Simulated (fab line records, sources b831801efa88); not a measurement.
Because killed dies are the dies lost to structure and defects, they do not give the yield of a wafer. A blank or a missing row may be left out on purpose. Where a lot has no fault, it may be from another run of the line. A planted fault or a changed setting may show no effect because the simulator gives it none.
Problem report in the 8D (eight disciplines) form, filled by code | flow gf180mcu | the parts of the form that need people (team, actions taken, sign-off) are left out

== 1. THE ISSUE ==
At GF_HV_LDD_RTA_52, wafer_temp_C_max averages 925.9 over 6 wafers from 2 lots, while fault-free wafers read 1005.7, standard deviation 1.6. That is -50 standard deviations from the usual mean.
The step: time 10 s.
Earliest sighting: wafer L959.1 on rtpAnneal-01 at day 15 13:05. Wafers with a number at this step in the record: 39, from 13 lots. Rule for "out", or "out of limits": more than 4 standard deviations from the usual mean. All remaining wafers that have a number are taken as sound.

== 2. WHAT IT IS, WHAT IT ISN'T ==
question                    | is                             | is not
which readings at this step | wafer_temp_C_max, lampPowerPct | -
which lots                  | L959, L962                     | L954, L955, L958, L965, L968, L969, L971, L972, L973, L974, L975
which wafers of those lots  | all that have a number         | -
read on which tools         | rtpAnneal-01                   | rtpAnneal-02
when                        | from day 15 13:05              | up to then (9 sound wafers); but 24 sound wafers of L965, L968, L969, L971, L972, L973, L974, L975 came after

== 3. THE SUSPECTS, EACH WITH WHAT RULES IT OUT ==
Counting: a tool stays on the suspect list if, at a process step up to the reading, it processed all lots that are out and no sound lot following the first of them.
- plasmaAsher-01 at GF_HV_LDD_STRIP_37 (strips in O2/N2): ruled out as a lasting fault. Following L959 (day 14 15:10), the first lot on it that is out, the sound lots L969, L971, L974, L975 were run on it.
- rtpAnneal-01 at GF_HV_LDD_RTA_52 (time 10 s): ruled out as a lasting fault. Following L959 (day 15 13:05), the first lot on it that is out, the sound lots L972, L975 were run on it.
Left after counting: nothing in the record.

== 4. THE CAUSE (what the simulator had put in) ==
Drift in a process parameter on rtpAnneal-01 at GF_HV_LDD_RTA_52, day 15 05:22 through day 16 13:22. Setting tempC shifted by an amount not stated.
Counting ruled it out, wrongly.

== 5. THE CHAIN OF EFFECTS, in route order ==
Each row: a reading where the mean over the struck wafers with a number is more than 3 standard deviations away from the usual. Scope: only readings with a usual standard deviation given in the record; hours: median across lots of the time from each lot's start at the first step in this table that gives one to its start at this step; sigmas: change in usual standard deviations.
hours | step                 | reading          | usual        | on struck wafers | change | sigmas
0     | GF_HV_LDD_RTA_52     | lampPowerPct     | 31.1 %       | 25.9             | -5.2   | -14
0     | GF_HV_LDD_RTA_52     | wafer_temp_C_max | 1005.7       | 925.9            | -79.9  | -50
0     | GF_HV_LDD_RS_MEAS_53 | HV_LDD_RS        | 419.0 ohm/sq | 416.2            | -2.8   | -3.4
It contains these process steps:
- GF_HV_LDD_RTA_52: time 10 s.
Later steps that measure or inspect, where all struck wafers having a row at the step show a number for every such reading and not one has moved that far: GF_NSD_TW_MEAS_12.

== 6. HOW IT WOULD HAVE BEEN CAUGHT EARLIER ==
First out-of-limits reading in this record: day 15 13:05, which is 8 hours after fault onset at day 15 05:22.
